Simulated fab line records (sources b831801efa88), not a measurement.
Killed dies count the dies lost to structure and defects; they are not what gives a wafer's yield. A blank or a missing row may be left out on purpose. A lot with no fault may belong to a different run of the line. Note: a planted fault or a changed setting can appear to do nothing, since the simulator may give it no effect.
Struck lot and sound lot, side by side / flow sfq line / 37 steps out of a route of 325
Sound: wafers L930.3, L930.4, L930.6. Wafers struck: L928.1, L928.5, L928.6. The cause is given at the end.
For every step that has rows: the tool of each side, followed by ch and its chambers, followed by its first start. Under that, the readings that differ: sound wafers / struck wafers / difference of the means / sigmas: that difference in standard deviations of wafers without a fault.
alike: a reading whose means differ by less than 2 such deviations, as well as words and numbers matching on both sides. not compared: withheld readings; readings where some wafer has no value; bounds like >300 that might hide an equal value; numbers whose values overlap and for which the record gives no deviation.
A row with sigmas, a row that says differs or no value, or rows on one side alone: a step with any of these is where the two part. Non-overlapping numbers with no deviation appear without sigmas and do not part them. Lack of a reading on every wafer of one side parts them only where that side has two or more wafers.

SFQ_R5_THK_MEAS_934: measures by xrf.
  sound on film metro-04, day 56 09:43; struck on film metro-01, day 55 21:19
  alike: R5_MONX_THK
then, 6 steps without rows for these wafers: SFQ_TRILAYER_R5_LITHO_COAT_141 (resist thk 62 nm); SFQ_TRILAYER_R5_LITHO_COAT_136 (resist thk 600 nm); SFQ_TRILAYER_R5_LITHO_SOFTBAKE_140; SFQ_TRILAYER_R5_LITHO_EXPOSE_137 (exposes mask R5, target cd 500 nm); SFQ_TRILAYER_R5_LITHO_PEB_139 (peb time 60 s); SFQ_TRILAYER_R5_LITHO_DEVELOP_138 (time 60 s).
SFQ_R5_OVL_MEAS_935:
  sound on overlay-02, day 57 06:07; struck on overlay-02, day 56 19:19
  alike: R5_OVL
then, 2 steps without rows for these wafers: SFQ_TRILAYER_R5_BARC_OPEN_METAL_ETCH_177 (etches BARC in O2, target depth 125 nm, time 41.7 s); SFQ_TRILAYER_R5_ETCH_METAL_ETCH_139 (etches the open film in Cl2, stops on SiO2, target depth 60 nm, time 40 s).
SFQ_TRILAYER_R5_STRIP_STRIP_140: strips in O2.
  sound on rie metal-03 ch 0,1, day 57 06:28; struck on rie metal-02 ch 0,1, day 56 19:28
  alike: drypump motor current A, oes product au
  not compared: rf hours counter h
then, 1 step without rows for these wafers: SFQ_TRILAYER_R5_STRIP_SOLV_CLEAN_141 (cleans in NMP, time 600 s).
SFQ_TRILAYER_A5C_DEP_PECVD_142: deposits SiO2 from SiH4/N2O, time 15.556 s, target thk 70 nm.
  sound on pecvd-01 ch 1,2, day 57 07:02; struck on pecvd-03 ch 0,1, day 56 20:27
  alike: heater power w, throttle valve pct
then, 6 steps without rows for these wafers: SFQ_TRILAYER_I5_LITHO_COAT_149 (resist thk 62 nm); SFQ_TRILAYER_I5_LITHO_COAT_144 (resist thk 650 nm); SFQ_TRILAYER_I5_LITHO_SOFTBAKE_148; SFQ_TRILAYER_I5_LITHO_EXPOSE_145 (exposes mask I5, target cd 700 nm); SFQ_TRILAYER_I5_LITHO_PEB_147 (peb time 60 s); SFQ_TRILAYER_I5_LITHO_DEVELOP_146 (time 60 s).
SFQ_I5_OVL_MEAS_936:
  sound on overlay-02, day 58 08:51; struck on overlay-02, day 58 06:26
  alike: I5_OVL
SFQ_TRILAYER_I5_BARC_OPEN_VIA_ETCH_200: etches BARC in O2, target depth 125 nm, time 41.7 s.
  sound on rie diel-02 ch 1,2,3, day 58 08:52; struck on rie diel-01 ch 0,2,3, day 58 06:28
  alike: drypump motor current A, oes product au
  not compared: rf hours counter h
then, 1 step without rows for these wafers: SFQ_TRILAYER_I5_ETCH_VIA_ETCH_147 (etches the open film in CHF3, stops on Nb, target depth 360 nm).
SFQ_TRILAYER_I5_STRIP_STRIP_148: strips in O2.
  sound on rie metal-04 ch 1, day 58 09:28; struck on rie metal-03 ch 0,1, day 58 06:40
  alike: drypump motor current A, oes product au
  not compared: rf hours counter h
then, 7 steps without rows for these wafers: SFQ_TRILAYER_I5_STRIP_SOLV_CLEAN_149 (cleans in NMP, time 600 s); SFQ_TRILAYER_C5_LITHO_COAT_156 (resist thk 62 nm); SFQ_TRILAYER_C5_LITHO_COAT_151 (resist thk 650 nm); SFQ_TRILAYER_C5_LITHO_SOFTBAKE_155; SFQ_TRILAYER_C5_LITHO_EXPOSE_152 (exposes mask C5, target cd 500 nm); SFQ_TRILAYER_C5_LITHO_PEB_154 (peb time 60 s); SFQ_TRILAYER_C5_LITHO_DEVELOP_153 (time 60 s).
-- the record jumps here: 4 days lie between the struck wafers' starts before and after --
SFQ_C5_OVL_MEAS_937:
  sound on overlay-01, day 62 17:28; struck on overlay-01, day 62 13:52
  alike: C5_OVL
SFQ_TRILAYER_C5_BARC_OPEN_VIA_ETCH_210: etches BARC in O2, target depth 125 nm, time 41.7 s.
  sound on rie diel-03 ch 0,2, day 62 17:29; struck on rie diel-03 ch 2,3, day 62 13:53
  alike: drypump motor current A, oes product au
  not compared: rf hours counter h
SFQ_TRILAYER_C5_ETCH_VIA_ETCH_154: etches SiO2 in CHF3, stops on Nb, target depth 84 nm.
  sound on rie diel-03 ch 0,2, day 62 17:32; struck on rie diel-03 ch 2,3, day 62 13:56
reading=oes product au (a.u.); sound=0.883 0.889 0.880; struck=0.999 0.997 1.000; difference=+0.115; sigmas=+15
reading=model.C5.feature depth nm (nm); sound=68.2 69.18 68.8; struck=84.63 82.18 84.33; difference=+14.99; sigmas=
reading=model.etch.depth nm (nm); sound=68.2 69.18 68.8; struck=84.63 82.18 84.33; difference=+14.99; sigmas=
  alike: drypump motor current A
then, 2 steps without rows for these wafers: SFQ_TRILAYER_C5_STRIP_STRIP_155 (strips in O2); SFQ_TRILAYER_C5_STRIP_SOLV_CLEAN_156 (cleans in NMP, time 600 s).
SFQ_TRILAYER_M6_DEP_PRE_CLEAN_158: time 22.5 s.
  sound on pvd sputter-05, day 62 18:22; struck on pvd sputter-05, day 62 14:46
reading=model.SiO2_of_TRILAYER_A5C_DEP_PECVD_142.thk nm (nm); sound=60.7 61.68 61.3; struck=130 131.8 131.5; difference=+70; sigmas=
SFQ_TRILAYER_M6_DEP_SPUTTER_157: material Nb, target thk 200 nm, time 133.3 s.
  sound on pvd sputter-05, day 62 18:23; struck on pvd sputter-05, day 62 14:47
  alike: chamber pressure pa, throttle valve pct

## WHERE THEY PART
Within this record, at SFQ_TRILAYER_C5_ETCH_VIA_ETCH_154 only. Later steps at which nothing parts them and some readings are alike: SFQ_TRILAYER_M6_DEP_SPUTTER_157.

WHY: what had been put in by the simulator
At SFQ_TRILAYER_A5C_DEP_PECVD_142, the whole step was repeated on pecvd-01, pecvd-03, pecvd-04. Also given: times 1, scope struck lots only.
